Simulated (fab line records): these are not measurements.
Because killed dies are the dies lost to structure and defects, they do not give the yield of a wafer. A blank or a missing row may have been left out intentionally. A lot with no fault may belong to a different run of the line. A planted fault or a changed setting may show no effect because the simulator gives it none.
A struck lot beside a sound one | flow sky130 | 43 out of 708 route steps
Sound: wafers L550.1, L550.4, L550.5. Struck: wafers L557.1, L557.4, L557.5. Last of all comes the cause.
For every step that has rows: the tool of each side, followed by ch and its chambers, followed by its first start. Under that, the readings that differ: sound wafers | struck wafers | difference of the means | sigmas: that difference in standard deviations of wafers without a fault.
alike: same words and numbers on both sides, and readings whose means sit less than 2 such deviations apart. not compared: any withheld reading, any reading some wafer has no value for, any bound like >300 that may hide the same value, and any number with overlapping values for which the record gives no deviation.
Wherever a step has rows on one side only, a row that says differs or no value, or a row with sigmas, the two part there. When numbers do not overlap yet have no deviation, they are printed without sigmas and do not part them. A reading that every wafer of one side lacks parts them only if that side has two wafers or more.

first, 5 steps without rows for these wafers: SKY_POLY_GATE_COAT_08 (resist thk 450 nm); SKY_POLY_GATE_SOFTBAKE_09 (time 90 s); SKY_POLY_GATE_EXPOSE_10 (exposes mask P1M, target cd 150 nm); SKY_POLY_GATE_PEB_11; SKY_POLY_GATE_DEVELOP_12 (develop time 60 s).
SKY_POLY_GATE_CD_MEAS_13: target cd 150 nm.
  sound on cd-sem-02, day 16 15:50; struck on cd-sem-01, day 19 13:47
  alike: cd-nm
SKY_POLY_GATE_OVL_MEAS_14:
  sound on overlay-01, day 16 15:58; struck on overlay-01, day 19 13:55
  alike: POLY_GATE_OVL
SKY_POLY_GATE_ETCH_15: etches BARC in N2/H2, stops on SiO2, time 118.5 s, target depth 110 nm.
  sound on rie-diel-01 ch 1,2, day 16 16:00; struck on rie-diel-04 ch 0,1,2, day 19 13:57
  alike: drypump-motor-current-A, oes-product-au, throttle-valve-pct
  not compared: rf-hours-counter-h
SKY_POLY_GATE_ETCH_16: etches Si3N4 in CH3F/O2, stops on poly-Si, time 147.5 s, target depth 75 nm.
  sound on rie-diel-01 ch 1,2, day 16 16:05; struck on rie-diel-04 ch 0,1,2, day 19 14:02
  alike: ch3f-flow-sccm, drypump-motor-current-A, oes-product-au, throttle-valve-pct
  not compared: rf-hours-counter-h
SKY_POLY_GATE_ETCH_17: etches poly-Si in HBr/Cl2, stops on SiO2, target depth 180 nm, time 70.5 s.
  sound on rie-si-02 ch 0,2, day 16 16:11; struck on rie-si-01 ch 0,1,3, day 19 14:08
  alike: drypump-motor-current-A, oes-product-au, throttle-valve-pct
  not compared: rf-hours-counter-h
SKY_POLY_GATE_STRIP_18: strips in O2/N2.
  sound on plasma-asher-04 ch 0,1, day 16 16:14; struck on plasma-asher-01 ch 0,1, day 19 14:11
  alike: drypump-motor-current-A, o2-flow-sccm, oes-product-au, strip-time-to-endpoint-s
  not compared: rf-hours-counter-h
then, 1 step without rows for these wafers: SKY_POLY_GATE_CLEAN_19 (cleans in SC1/SC2, time 150 s).
SKY_POLY_GATE_OXIDATION_20: stabilise 600 s, purge 300 s, target thk 4 nm.
  sound on furnace-02 ch 0, day 16 17:52; struck on furnace-02 ch 0, day 19 14:24
  alike: spike-tc-top-C
SKY_POLY_GATE_THK_MEAS_21:
  sound on film-metro-01, day 16 19:07; struck on film-metro-01, day 19 15:39
  alike: POLY_GATE_OXIDATION_THK
SKY_POLY_GATE_CD_MEAS_22:
  sound on cd-sem-01, day 16 19:11; struck on cd-sem-02, day 19 15:43
  alike: cd-nm
then, 7 steps without rows for these wafers: SKY_LDD_N_DEHYDRATE_00 (time 60 s); SKY_LDD_N_HMDS_01 (prime time 60 s); SKY_LDD_N_COAT_02 (resist thk 300 nm); SKY_LDD_N_SOFTBAKE_03 (time 60 s); SKY_LDD_N_EXPOSE_04 (exposes mask NTM, target cd 840 nm); SKY_LDD_N_PEB_05; SKY_LDD_N_DEVELOP_06 (develop time 60 s).
SKY_LDD_N_OVL_MEAS_07:
  sound on overlay-01, day 17 23:37; struck on overlay-02, day 20 21:32
  alike: LDD_N_OVL
then, 8 steps without rows for these wafers: SKY_LDD_N_IMPLANT_08; SKY_LDD_N_IMPLANT_09; SKY_LDD_N_IMPLANT_10; SKY_LDD_N_IMPLANT_11; SKY_LDD_N_IMPLANT_12; SKY_LDD_N_IMPLANT_13; SKY_LDD_N_IMPLANT_14; SKY_LDD_N_IMPLANT_15.
SKY_LDD_N_STRIP_16: strips in O2/N2.
  sound on plasma-asher-02 ch 0, day 18 00:51; struck on plasma-asher-03 ch 0,1, day 20 22:47
  alike: drypump-motor-current-A, o2-flow-sccm, oes-product-au, strip-time-to-endpoint-s
  not compared: rf-hours-counter-h
SKY_LDD_N_TW_MEAS_17:
  sound on film-metro-01, day 18 00:57; struck on film-metro-03, day 20 22:53
  alike: LDD_N_TW
then, 7 steps without rows for these wafers: SKY_LDD_P_DEHYDRATE_00 (time 60 s); SKY_LDD_P_HMDS_01 (prime time 60 s); SKY_LDD_P_COAT_02 (resist thk 1140 nm); SKY_LDD_P_SOFTBAKE_03 (time 60 s); SKY_LDD_P_EXPOSE_04 (exposes mask PSDM, target cd 380 nm); SKY_LDD_P_PEB_05; SKY_LDD_P_DEVELOP_06 (develop time 60 s).
SKY_LDD_P_CD_MEAS_07: target cd 380 nm.
  sound on cd-sem-01, day 19 07:43; struck on cd-sem-01, day 22 04:53
  alike: cd-nm
SKY_LDD_P_OVL_MEAS_08:
  sound on overlay-01, day 19 07:50; struck on overlay-01, day 22 05:01
  alike: LDD_P_OVL
-- a jump in the record: the struck wafers' starts before and after are 26 days apart (it breaks off in module LDD_P and resumes in module PAD_OPEN, where the first step shown is number 708 of the route) --
SKY_PAD_OPEN_PROBE_99:
  sound on prober-02, day 45 22:59; struck on prober-02, day 48 00:04
  reading                                           | sound                | struck               | difference | sigmas
  model.etest.diode-nwell-sub.leak-log10-a-cm2      | -7.494 -7.251 -7.004 | -6.071 -6.042 -5.881 | +1.252     |
  model.etest.diode-dnwell-sub.leak-log10-a-cm2     | -7.25 -7.433 -7.186  | -6.015 -5.923 -6.29  | +1.214     |
  model.etest.diode-pwell-dnwell.leak-log10-a-cm2   | -7.665 -7.662 -7.301 | -6.504 -6.436 -6.319 | +1.123     |
  model.etest.diode-ndiff-pwell-hv.leak-log10-a-cm2 | -6.99 -6.559 -6.709  | -5.955 -6.034 -5.753 | +0.839     |
  model.etest.diode-pdiff-nwell-hv.leak-log10-a-cm2 | -6.669 -6.834 -6.913 | -5.831 -5.922 -6.208 | +0.818     |
  model.etest.diode-ndiff-pwell.leak-log10-a-cm2    | -7.308 -7.63 -7.294  | -6.53 -6.56 -6.487   | +0.88      |
  model.etest.diode-pdiff-nwell.leak-log10-a-cm2    | -7.042 -7.142 -7.355 | -6.387 -6.559 -6.684 | +0.636     |
  model.etest.nfet_16v.off-log10-a-um               | -13.77 -13.83 -13.74 | -13.08 -13.28 -13.41 | +0.52      |
  alike: killed_at_M0_to_M3, killed_at_M4_up, killed-at-contacts, killed-at-front-end, killed-at-other, killed-dies, killed-open, killed-short

WHERE THEY PART
Nowhere in this record.

WHY: what had been put in by the simulator
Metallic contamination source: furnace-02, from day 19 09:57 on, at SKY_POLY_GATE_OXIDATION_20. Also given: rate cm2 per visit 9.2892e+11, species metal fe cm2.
